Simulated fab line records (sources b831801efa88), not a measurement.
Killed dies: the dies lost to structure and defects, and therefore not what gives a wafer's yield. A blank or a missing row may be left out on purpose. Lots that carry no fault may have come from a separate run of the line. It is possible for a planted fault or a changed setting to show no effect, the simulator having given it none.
What tool caused it? | flow gf180mcu | 39 wafers from 13 lots sampled at 2 of the route's 602 steps

## WHAT EACH GAUGE READ, for each wafer
GF_V4_THK_MEAS_03.
lot  | measured     | on            | V4_CVD_02_THK (nm)
L543 | day 23 06:55 | film-metro-01 | 842 853 839
L545 | day 24 02:20 | film-metro-03 | 828 850 847
L546 | day 24 12:17 | film-metro-03 | 844 859 844
L547 | day 24 16:02 | film-metro-04 | 847 833 845
L548 | day 25 04:32 | film-metro-01 | 836 851 855
L549 | day 25 14:40 | film-metro-04 | 839 838 851
L550 | day 25 22:45 | film-metro-03 | 847 846 863
L551 | day 26 07:29 | film-metro-04 | 826 846 863
L554 | day 27 05:28 | film-metro-03 | 842 846 851
L559 | day 28 23:16 | film-metro-04 | 842 831 855
L562 | day 29 14:22 | film-metro-04 | 847 842 843
L563 | day 29 21:45 | film-metro-03 | 834 837 842
L565 | day 30 08:36 | film-metro-03 | 843 853 855

## TOOL THAT RAN EACH LOT (tool first, then ch and the chambers of the sampled wafers, then the start)
lot  | GF_STI_CLEAN_16
L543 | wet-bench-01 ch 1, day 2 02:50
L545 | wet-bench-01 ch 1, day 2 12:07
L546 | wet-bench-02 ch 3, day 2 17:23
L547 | wet-bench-02 ch 2, day 2 22:40
L548 | wet-bench-02 ch 2, day 3 04:02
L549 | wet-bench-01 ch 2, day 3 08:28
L550 | wet-bench-01 ch 2, day 3 13:08
L551 | wet-bench-01 ch 0, day 3 21:08
L554 | wet-bench-02 ch 3, day 4 10:20
L559 | wet-bench-04 ch 0, day 5 12:46
L562 | wet-bench-01 ch 2, day 6 04:56
L563 | wet-bench-01 ch 3, day 6 07:53
L565 | wet-bench-01 ch 1, day 6 19:52
- GF_STI_CLEAN_16: cleans in dHF, time 25 s.

## AS READ BY THE TOOLS THEMSELVES (means over the sampled wafers that have a number; for cases with no such wafer, the mark the record gives instead)
The record holds no such reading with a usual standard deviation.

## THE ANSWER, worked out from the rows above alone
Rule: usual is defined by the lots themselves. The widest of any qualifying gaps counts: lots, ordered by their means at a reading, are off when they make up no more than a third of the lots, leave a main group of 4 or more, and stand apart from it by 3 or more times the standard deviation of that group's means. The tables above print the reading to a certain number of digits; a main group whose means all agree to those digits is not used. A lot without any number at a reading at which 4 lots or more have one is off too. Any other lot the step has rows for is counted as sound. Order of review: gauges by route order, followed by the tools' own readings, for which a lot's mean as printed above is used. The first step at which some lot is off is used, and at that step the reading that is off furthest; a lot without a number counts as furthest.
No lot is off at any reading shown: from this, nothing can be told.

## WHAT THE SIMULATOR PUT IN
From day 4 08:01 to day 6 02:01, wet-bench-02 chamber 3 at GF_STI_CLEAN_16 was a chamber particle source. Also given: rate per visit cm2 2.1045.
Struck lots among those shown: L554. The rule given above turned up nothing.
